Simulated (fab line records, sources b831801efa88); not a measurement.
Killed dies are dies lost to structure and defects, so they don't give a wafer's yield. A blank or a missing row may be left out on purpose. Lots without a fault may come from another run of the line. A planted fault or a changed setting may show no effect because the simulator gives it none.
fab line records | flow sfq_line
record lots=5 wafers=27
route steps=325 shown C5@247 M7@282 M8@320
start_h: hours from the record's first day to the start of the lot's first wafer shown | wait_h: hours since the lot's step before | " the same as in the row above | L1.1+2: a row that stands for several wafers | - no value, or no start given | * or withheld: withheld | < > ~ a bound
route shown NAME@n: a module of which the file shows steps, and the number in the route of the first | usual: mean/standard deviation of fault-free wafers | same: alike in all rows | chamber/n: place in a boat | sites: the reading at each site | _std_site: their standard deviation | _edge_site: outer sites' mean less inner sites' | radius_mm: how far each site lies from the wafer's centre | mask NAME#n: copy n | behind: the tool/chamber that last shaped the wafer | hold: why the lot was held/for how many hours/how that ended | device: the transistor (n, p or np) that didn't switch | end of line: the same wafers' tests at the end of the route | a step without rows: its recipe alone | killed: dies lost to structure and defects at the first sort, not the wafer's yield | map: a wafer's dies, x killed, . not, _ none there
set.NAME: the setting as run; set.NAME@STEP: as run at that earlier step | model.NAME: the simulator's own value behind a step, which no gauge read
lots whose settings were changed on purpose; a table a step, a row a wafer
## steps
# step SFQ_TRILAYER_C5_BARC_OPEN_VIA_ETCH_210
# recipe mask_material=PR chemistry=O2 target_depth_nm=125 target=BARC source_w=500 bias_w=80 pressure_mtorr=30 time_s=41.7
# usual oes_product_au=0.686/0.0049
# columns lot.wafer tool chamber start_h wait_h set.time_s oes_product_au model.KrF_of_TRILAYER_C5_LITHO_COAT_151.thk_nm
L075.1 rie_diel-02 0 1523.59 0.0 48.11 0.678 565.6
L075.2 " 2 " " 48.11 0.669 563.2
L075.3 " 1 " " 41.7 0.681 572.7
L075.4 " 3 " " 41.7 0.688 573.2
L075.5 " 1 " " 48.11 0.673 563.5
L075.6 " 0 " " 41.7 0.690 573.6
L078.1 rie_diel-04 1 1544.60 0.0 56.2 0.656 556.4
L078.2 " 2 " " 41.7 0.686 572.8
L078.3 " 0 " " 56.2 0.651 555.7
L078.4 " 3 " " 41.7 0.678 572.6
L078.5 " 2 " " 56.2 0.658 557.9
L078.6 " 1 " " 41.7 0.688 572.7
L081.1 rie_diel-02 1 1589.96 0.0 41.7 0.696 567.8
L081.2 " 0 " " 21.95 0.950 591.4
L081.3 " 2 " " 21.95 0.956 590.5
L081.4 " 3 " " 41.7 0.687 568
L081.5 " 3 " " 21.95 0.964 590.3
L081.6 " 2 " " 41.7 0.685 569.5
L082.3 rie_diel-02 3 1601.51 0.0 41.7 0.682 573.1
L082.4 " 2 " " 41.7 0.679 571.6
L082.5 " 1 " " 41.7 0.687 572.6
L085.1 rie_diel-02 1 1617.11 0.0 41.7 0.686 569.1
L085.2 " 0 " " 50.71 0.665 559.8
L085.3 " 3 " " 50.71 0.657 559.1
L085.4 " 2 " " 41.7 0.681 567.7
L085.5 " 3 " " 50.71 0.659 558.9
L085.6 " 0 " " 41.7 0.688 568.5
# step SFQ_TRILAYER_M7_DEP_SPUTTER_175
# recipe material=Nb base_pressure_pa=1.33e-06 chamber_pressure_pa=0.1333 substrate_temp_c=20 target_thk_nm=200 power_w=2000 time_s=133.3
# columns lot.wafer tool chamber start_h wait_h set.time_s model.Nb_of_TRILAYER_M7_DEP_SPUTTER_175.thk_nm
L075.1 pvd_sputter-06 - 1653.90 0.0 203.3 304.2
L075.2 " - " " 133.3 200.5
L075.3 " - " " 203.3 303.9
L075.4 " - " " 203.3 303.4
L075.5 " - " " 133.3 197.8
L075.6 " - " " 133.3 199
L078.1 pvd_sputter-05 - 1686.28 0.0 133.3 201.8
L078.2 " - " " 133.3 202.1
L078.3 " - " " 133.3 200.5
L078.4 " - " " 133.3 201.7
L078.5 " - " " 133.3 201.6
L078.6 " - " " 133.3 202
L081.1 pvd_sputter-05 - 1728.83 0.0 133.3 200.5
L081.2 " - " " 63.51 94.25
L081.3 " - " " 133.3 201.8
L081.4 " - " " 133.3 201.3
L081.5 " - " " 63.51 95.64
L081.6 " - " " 63.51 95.8
L082.3 pvd_sputter-05 - 1740.83 0.0 133.3 200.8
L082.4 " - " " 133.3 202.7
L082.5 " - " " 133.3 199
L085.1 pvd_sputter-03 - 1754.05 0.0 133.3 201.4
L085.2 " - " " 133.3 199.7
L085.3 " - " " 133.3 202.2
L085.4 " - " " 133.3 200.7
L085.5 " - " " 133.3 201
L085.6 " - " " 133.3 201.7
# step SFQ_M7_RS_MEAS_943
# recipe thk_meas_gauge=four-point-probe reads=Nb_of_TRILAYER_M7_DEP_SPUTTER_175
# usual M7_NB_RS=0.889/0.0066
# columns lot.wafer tool chamber start_h wait_h set.time_s@TRILAYER_M7_DEP_SPUTTER_175 M7_NB_RS[ohm/sq]
L075.1 film_metro-02 - 1653.99 0.0 203.3 0.583
L075.2 " - " " 133.3 0.888
L075.3 " - " " 203.3 0.583
L075.4 " - " " 203.3 0.583
L075.5 " - " " 133.3 0.898
L075.6 " - " " 133.3 0.893
L078.1 film_metro-01 - 1686.37 0.0 133.3 0.884
L078.2 " - " " 133.3 0.882
L078.3 " - " " 133.3 0.889
L078.4 " - " " 133.3 0.883
L078.5 " - " " 133.3 0.886
L078.6 " - " " 133.3 0.882
L081.1 film_metro-01 - 1728.92 0.0 133.3 0.888
L081.2 " - " " 63.51 1.916
L081.3 " - " " 133.3 0.882
L081.4 " - " " 133.3 0.884
L081.5 " - " " 63.51 1.889
L081.6 " - " " 63.51 1.889
L082.3 film_metro-01 - 1740.96 0.1 133.3 0.889
L082.4 " - " " 133.3 0.879
L082.5 " - " " 133.3 0.894
L085.1 film_metro-04 - 1754.14 0.0 133.3 0.883
L085.2 " - " " 133.3 0.891
L085.3 " - " " 133.3 0.880
L085.4 " - " " 133.3 0.885
L085.5 " - " " 133.3 0.884
L085.6 " - " " 133.3 0.883
# step SFQ_TRILAYER_M7_ETCH_METAL_ETCH_180
# recipe target=Nb stop_on=SiO2 mask_material=PR chemistry=Cl2/Ar target_depth_nm=240 icp_w=600 bias_w=80 pressure_mtorr=10 time_s=120
# columns lot.wafer tool chamber start_h wait_h set.time_s model.KrF_of_TRILAYER_M7_LITHO_COAT_177.thk_nm model.etch.depth_nm model.M7.feature_depth_nm
L075.1 rie_metal-01 0 1737.53 0.0 96.01 - - -
L075.2 " 1 " " 96.01 410.5 191.8 191.8
L075.3+4 " 1,0 " " 120 - - -
L075.5 " 1 " " 120 382.5 197.8 197.8
L075.6 " 0 " " 96.01 413.8 189.7 189.7
L078.1 rie_metal-02 0 1769.93 0.0 74.91 432.5 150.3 150.3
L078.2 " 1 " " 120 380.9 202.1 202.1
L078.3 " 1 " " 120 383.1 200.5 200.5
L078.4 " 0 " " 74.91 433.6 150.1 150.1
L078.5 " 1 " " 120 383.3 201.6 201.6
L078.6 " 0 " " 74.91 432.5 149.7 149.7
L081.1 rie_metal-01 1 1812.03 0.0 120 382.4 200.5 200.5
L081.2+5+6 " 0,0,1 " " 120 - - -
L081.3 " 1 " " 120 382.2 201.8 201.8
L081.4 " 0 " " 120 383.2 201.3 201.3
L082.3 rie_metal-03 1 1828.88 0.1 120 380.3 200.8 200.8
L082.4 " 0 " " 120 380.3 202.7 202.7
L082.5 " 0 " " 120 381.4 199 199
L085.1 rie_metal-03 0 1847.31 0.1 120 383 201.4 201.4
L085.2 " 0 " " 120 382.7 199.7 199.7
L085.3 " 0 " " 120 382.2 202.2 202.2
L085.4 " 0 " " 120 381.1 200.7 200.7
L085.5 " 0 " " 120 384.1 201 201
L085.6 " 0 " " 120 380.7 201.7 201.7
# step SFQ_TRILAYER_M8_DEP_EVAP_198
# recipe material=Pt angular_spread_deg=1 target_thk_nm=50 time_s=250 power_w=2000
# columns lot.wafer tool chamber start_h wait_h set.time_s model.Pt_of_TRILAYER_M8_DEP_EVAP_198.thk_nm
L075.1 pvd_sputter-01 - 1940.28 0.0 364.5 72.42
L075.2 " - " " 250 49.45
L075.3 " - " " 364.5 72.25
L075.4 " - " " 250 49.39
L075.5 " - " " 250 48.86
L075.6 " - " " 364.5 72.13
L078.1 pvd_sputter-02 - 1964.28 0.0 250 49.73
L078.2 " - " " 250 49.68
L078.3 " - " " 250 49.44
L078.4 " - " " 250 50.29
L078.5 " - " " 250 49.53
L078.6 " - " " 250 49.87
L081.1 pvd_sputter-01 - 2011.20 0.0 250 49.72
L081.2 " - " " 166.6 32.5
L081.3 " - " " 166.6 32.66
L081.4 " - " " 166.6 32.51
L081.5 " - " " 250 49.09
L081.6 " - " " 250 49.24
L082.3 pvd_sputter-01 - 2028.13 0.0 250 49.79
L082.4 " - " " 250 49.94
L082.5 " - " " 250 49.89
L085.1 pvd_sputter-01 - 2049.85 0.0 197.5 39.66
L085.2 " - " " 197.5 39.37
L085.3+4 " - " " 250 49.92
L085.5 " - " " 250 49.98
L085.6 " - " " 197.5 39.41
## key
split step=SFQ_TRILAYER_C5_BARC_OPEN_VIA_ETCH_210 setting=time_s stated=41.7 by=wafer
response step=SFQ_TRILAYER_C5_BARC_OPEN_VIA_ETCH_210 reading=oes_product_au shape=bent at_lowest=0.957 at_stated=0.686 at_highest=0.655
response step=SFQ_TRILAYER_C5_BARC_OPEN_VIA_ETCH_210 reading=model.KrF_of_TRILAYER_C5_LITHO_COAT_151.thk_nm change=-0.469 per=1% r=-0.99
split step=SFQ_TRILAYER_M7_DEP_SPUTTER_175 setting=time_s stated=133.3 by=wafer
response step=SFQ_TRILAYER_M7_DEP_SPUTTER_175 reading=model.Nb_of_TRILAYER_M7_DEP_SPUTTER_175.thk_nm change=+2.01 per=1% r=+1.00
response step=SFQ_M7_RS_MEAS_943 reading=M7_NB_RS change=-0.0126 per=1% r=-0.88
split step=SFQ_TRILAYER_M7_ETCH_METAL_ETCH_180 setting=time_s stated=120 by=wafer
response step=SFQ_TRILAYER_M7_ETCH_METAL_ETCH_180 reading=model.KrF_of_TRILAYER_M7_LITHO_COAT_177.thk_nm change=-1.36 per=1% r=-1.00
response step=SFQ_TRILAYER_M7_ETCH_METAL_ETCH_180 reading=model.etch.depth_nm change=+1.25 per=1% r=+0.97
response step=SFQ_TRILAYER_M7_ETCH_METAL_ETCH_180 reading=model.M7.feature_depth_nm change=+1.25 per=1% r=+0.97
split step=SFQ_TRILAYER_M8_DEP_EVAP_198 setting=time_s stated=250 by=wafer
response step=SFQ_TRILAYER_M8_DEP_EVAP_198 reading=model.Pt_of_TRILAYER_M8_DEP_EVAP_198.thk_nm change=+0.502 per=1% r=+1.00
